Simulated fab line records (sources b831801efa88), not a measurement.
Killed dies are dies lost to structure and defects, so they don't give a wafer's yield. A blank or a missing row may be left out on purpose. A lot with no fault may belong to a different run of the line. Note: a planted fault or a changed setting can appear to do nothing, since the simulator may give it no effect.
Which tool is to blame? :: flow sky130 :: 42 wafers from 14 lots sampled at 4 of the route's 708 steps

WHAT EACH GAUGE READ, for each wafer
SKY_PWDE_TW_MEAS_10. Usual: for PWDE_TW the level is 375.2 and the standard deviation is 2.7.
lot: L209
measured: day 5 05:11
on: film-metro-02
PWDE_TW: 374.6 375.1 376.8
flag: 

lot: L210
measured: day 5 06:10
on: film-metro-02
PWDE_TW: 375.2 375.8 376.5
flag: 

lot: L211
measured: day 5 06:32
on: film-metro-01
PWDE_TW: 369.0 369.2 370.4
flag: 

lot: L213
measured: day 5 17:38
on: film-metro-03
PWDE_TW: 378.1 377.6 377.5
flag: 

lot: L214
measured: day 5 17:28
on: film-metro-01
PWDE_TW: 373.5 373.0 371.9
flag: 

lot: L217
measured: day 6 08:37
on: film-metro-01
PWDE_TW: 371.1 374.1 371.5
flag: 

lot: L219
measured: day 6 14:47
on: film-metro-03
PWDE_TW: 377.3 376.7 379.4
flag: 

lot: L223
measured: day 7 16:58
on: film-metro-01
PWDE_TW: 368.8 373.4 371.2
flag: 

lot: L224
measured: day 7 20:04
on: film-metro-02
PWDE_TW: 373.8 376.0 374.9
flag: 

lot: L225
measured: day 8 02:22
on: film-metro-01
PWDE_TW: 373.2 371.0 371.8
flag: 

lot: L227
measured: day 8 19:37
on: film-metro-01
PWDE_TW: 374.1 374.8 373.4
flag: 

lot: L228
measured: day 9 04:46
on: film-metro-02
PWDE_TW: 379.0 377.5 377.3
flag: 

lot: L229
measured: day 9 06:43
on: film-metro-03
PWDE_TW: 375.0 374.2 375.5
flag: 

lot: L230
measured: day 9 07:25
on: film-metro-02
PWDE_TW: 378.0 375.5 378.9
flag: 

SKY_VT_ADJUST_HVTP_OVL_MEAS_08. Usual: for VT_ADJUST_HVTP_OVL the level is -1.1 nm and the standard deviation is 1.5.
lot: L209
measured: day 7 11:48
on: overlay-01
VT_ADJUST_HVTP_OVL (nm): 1.7 0.1 -1.7
flag: 

lot: L210
measured: day 7 12:44
on: overlay-02
VT_ADJUST_HVTP_OVL (nm): -3.5 -1.6 -1.8
flag: 

lot: L211
measured: day 7 13:54
on: overlay-02
VT_ADJUST_HVTP_OVL (nm): -1.1 -0.9 -1.1
flag: 

lot: L213
measured: day 8 04:51
on: overlay-01
VT_ADJUST_HVTP_OVL (nm): -0.4 -0.2 -1.6
flag: 

lot: L214
measured: day 8 04:32
on: overlay-02
VT_ADJUST_HVTP_OVL (nm): -1.7 -2.1 -2.4
flag: 

lot: L217
measured: day 8 20:02
on: overlay-02
VT_ADJUST_HVTP_OVL (nm): -3.6 -1.6 -4.7
flag: 

lot: L219
measured: day 9 03:32
on: overlay-02
VT_ADJUST_HVTP_OVL (nm): -2.2 -2.6 -1.4
flag: 

lot: L223
measured: day 10 10:41
on: overlay-01
VT_ADJUST_HVTP_OVL (nm): 0.7 0.4 1.6
flag: 

lot: L224
measured: day 10 12:43
on: overlay-02
VT_ADJUST_HVTP_OVL (nm): -2.3 -2.4 -2.2
flag: 

lot: L225
measured: day 10 19:33
on: overlay-02
VT_ADJUST_HVTP_OVL (nm): -1.5 -1.3 0.6
flag: 

lot: L227
measured: day 11 15:17
on: overlay-02
VT_ADJUST_HVTP_OVL (nm): -4.6 -3.6 -3.6
flag: 

lot: L228
measured: day 12 01:41
on: overlay-02
VT_ADJUST_HVTP_OVL (nm): -1.6 -2.0 -2.0
flag: 

lot: L229
measured: day 12 03:48
on: overlay-02
VT_ADJUST_HVTP_OVL (nm): -1.8 -2.8 -0.6
flag: 

lot: L230
measured: day 12 04:59
on: overlay-02
VT_ADJUST_HVTP_OVL (nm): -2.3 -4.2 -1.4
flag: 

SKY_VT_ADJUST_LVTN_OVL_MEAS_18. Usual: for VT_ADJUST_LVTN_01_OVL the level is -0.7 nm and the standard deviation is 1.5.
lot: L209
measured: day 9 04:56
on: overlay-02
VT_ADJUST_LVTN_01_OVL (nm): -2.0 -1.1 -0.9
flag: 

lot: L210
measured: day 9 05:59
on: overlay-01
VT_ADJUST_LVTN_01_OVL (nm): -0.4 -1.0 2.4
flag: 

lot: L211
measured: day 9 07:34
on: overlay-01
VT_ADJUST_LVTN_01_OVL (nm): 0.4 0.8 0.9
flag: 

lot: L213
measured: day 10 00:11
on: overlay-01
VT_ADJUST_LVTN_01_OVL (nm): -0.8 -0.9 -2.4
flag: 

lot: L214
measured: day 9 23:34
on: overlay-02
VT_ADJUST_LVTN_01_OVL (nm): -1.8 -1.5 -0.3
flag: 

lot: L217
measured: day 10 15:32
on: overlay-01
VT_ADJUST_LVTN_01_OVL (nm): -0.9 0.2 -1.3
flag: 

lot: L219
measured: day 10 23:31
on: overlay-02
VT_ADJUST_LVTN_01_OVL (nm): 1.7 0.4 1.7
flag: 

lot: L223
measured: day 12 09:41
on: overlay-02
VT_ADJUST_LVTN_01_OVL (nm): -0.3 -2.4 -1.2
flag: 

lot: L224
measured: day 12 12:11
on: overlay-02
VT_ADJUST_LVTN_01_OVL (nm): -0.1 -0.6 0.2
flag: 

lot: L225
measured: day 12 18:55
on: overlay-02
VT_ADJUST_LVTN_01_OVL (nm): 4.2 -2.1 -0.1
flag: 

lot: L227
measured: day 13 17:11
on: overlay-02
VT_ADJUST_LVTN_01_OVL (nm): -4.9 -3.1 -2.0
flag: 

lot: L228
measured: day 14 04:08
on: overlay-02
VT_ADJUST_LVTN_01_OVL (nm): -0.8 -1.6 -0.8
flag: 

lot: L229
measured: day 14 06:07
on: overlay-02
VT_ADJUST_LVTN_01_OVL (nm): 0.1 -0.1 1.0
flag: 

lot: L230
measured: day 14 08:07
on: overlay-02
VT_ADJUST_LVTN_01_OVL (nm): -1.4 -1.4 -1.5
flag: 

WHAT TOOL EACH LOT RAN ON (gives the tool, then ch and the chambers of the sampled wafers, and finally the start)
lot: L209
SKY_FIELD_ISO_WET_ETCH_21: wet-bench-04 ch 1, day 2 21:55

lot: L210
SKY_FIELD_ISO_WET_ETCH_21: wet-bench-04 ch 1, day 2 23:25

lot: L211
SKY_FIELD_ISO_WET_ETCH_21: wet-bench-02 ch 3, day 3 03:22

lot: L213
SKY_FIELD_ISO_WET_ETCH_21: wet-bench-03 ch 1, day 3 15:10

lot: L214
SKY_FIELD_ISO_WET_ETCH_21: wet-bench-04 ch 1, day 3 21:55

lot: L217
SKY_FIELD_ISO_WET_ETCH_21: wet-bench-03 ch 2, day 4 13:37

lot: L219
SKY_FIELD_ISO_WET_ETCH_21: wet-bench-02 ch 2, day 4 20:05

lot: L223
SKY_FIELD_ISO_WET_ETCH_21: wet-bench-03 ch 0, day 5 15:49

lot: L224
SKY_FIELD_ISO_WET_ETCH_21: wet-bench-03 ch 3, day 5 22:19

lot: L225
SKY_FIELD_ISO_WET_ETCH_21: wet-bench-04 ch 3, day 6 02:55

lot: L227
SKY_FIELD_ISO_WET_ETCH_21: wet-bench-04 ch 1, day 6 14:28

lot: L228
SKY_FIELD_ISO_WET_ETCH_21: wet-bench-03 ch 0, day 6 21:11

lot: L229
SKY_FIELD_ISO_WET_ETCH_21: wet-bench-03 ch 3, day 7 01:02

lot: L230
SKY_FIELD_ISO_WET_ETCH_21: wet-bench-03 ch 0, day 7 03:46
- SKY_FIELD_ISO_WET_ETCH_21: etches SiO2 in dHF, target depth 20 nm, time 400 s.

AS READ BY THE TOOLS THEMSELVES (means over the sampled wafers that have a number; for cases with no such wafer, the mark the record gives instead)
SKY_FIELD_ISO_WET_ETCH_21. Usual: bath-heat-duty-pct 6.6 %, standard deviation 0.87; run-length-s 428 s, standard deviation 3.8; temp-c 25.01 C, standard deviation 0.11.
lot: L209
tool: wet-bench-04
bath-heat-duty-pct (%): 5.9
run-length-s (s): 425
temp-c (C): 25.02
flag: 

lot: L210
tool: wet-bench-04
bath-heat-duty-pct (%): 5.9
run-length-s (s): 425
temp-c (C): 24.98
flag: 

lot: L211
tool: wet-bench-02
bath-heat-duty-pct (%): 6.4
run-length-s (s): 426
temp-c (C): 24.96
flag: 

lot: L213
tool: wet-bench-03
bath-heat-duty-pct (%): 7.2
run-length-s (s): 425
temp-c (C): 25.04
flag: 

lot: L214
tool: wet-bench-04
bath-heat-duty-pct (%): 6.1
run-length-s (s): 432
temp-c (C): 24.95
flag: 

lot: L217
tool: wet-bench-03
bath-heat-duty-pct (%): -
run-length-s (s): -
temp-c (C): -
flag: OFF

lot: L219
tool: wet-bench-02
bath-heat-duty-pct (%): -
run-length-s (s): -
temp-c (C): -
flag: OFF

lot: L223
tool: wet-bench-03
bath-heat-duty-pct (%): 8.3
run-length-s (s): 436
temp-c (C): 24.93
flag: 

lot: L224
tool: wet-bench-03
bath-heat-duty-pct (%): 6.8
run-length-s (s): 425
temp-c (C): 24.97
flag: 

lot: L225
tool: wet-bench-04
bath-heat-duty-pct (%): 6.4
run-length-s (s): 426
temp-c (C): 25.08
flag: 

lot: L227
tool: wet-bench-04
bath-heat-duty-pct (%): 5.5
run-length-s (s): 425
temp-c (C): 25.00
flag: 

lot: L228
tool: wet-bench-03
bath-heat-duty-pct (%): 8.3
run-length-s (s): 435
temp-c (C): 24.93
flag: 

lot: L229
tool: wet-bench-03
bath-heat-duty-pct (%): 7.1
run-length-s (s): 433
temp-c (C): 25.02
flag: 

lot: L230
tool: wet-bench-03
bath-heat-duty-pct (%): 7.9
run-length-s (s): 436
temp-c (C): 25.10
flag: 

THE ANSWER, worked out from the rows above alone
Rule: a lot counts as off when the mean over its wafers that have a number is more than 3 standard deviations away from the usual mean. Also off: a lot with no number at a reading for which 4 or more lots have one. The other lots that the step has rows for count as sound. Order of review: gauges by route order, followed by the tools' own readings, for which a lot's mean as printed above is used. The first step at which some lot is off is used, and at that step the reading that is off furthest; a lot without a number counts as furthest.
Off: L217, L219 (SKY_FIELD_ISO_WET_ETCH_21, bath-heat-duty-pct). Without a number there: L217, L219.
A tool fits if, at that step or a process step before it, it ran every lot that is off, and no sound lot after the first of them. No candidate that was tried fits.

WHAT THE SIMULATOR HAD PUT IN
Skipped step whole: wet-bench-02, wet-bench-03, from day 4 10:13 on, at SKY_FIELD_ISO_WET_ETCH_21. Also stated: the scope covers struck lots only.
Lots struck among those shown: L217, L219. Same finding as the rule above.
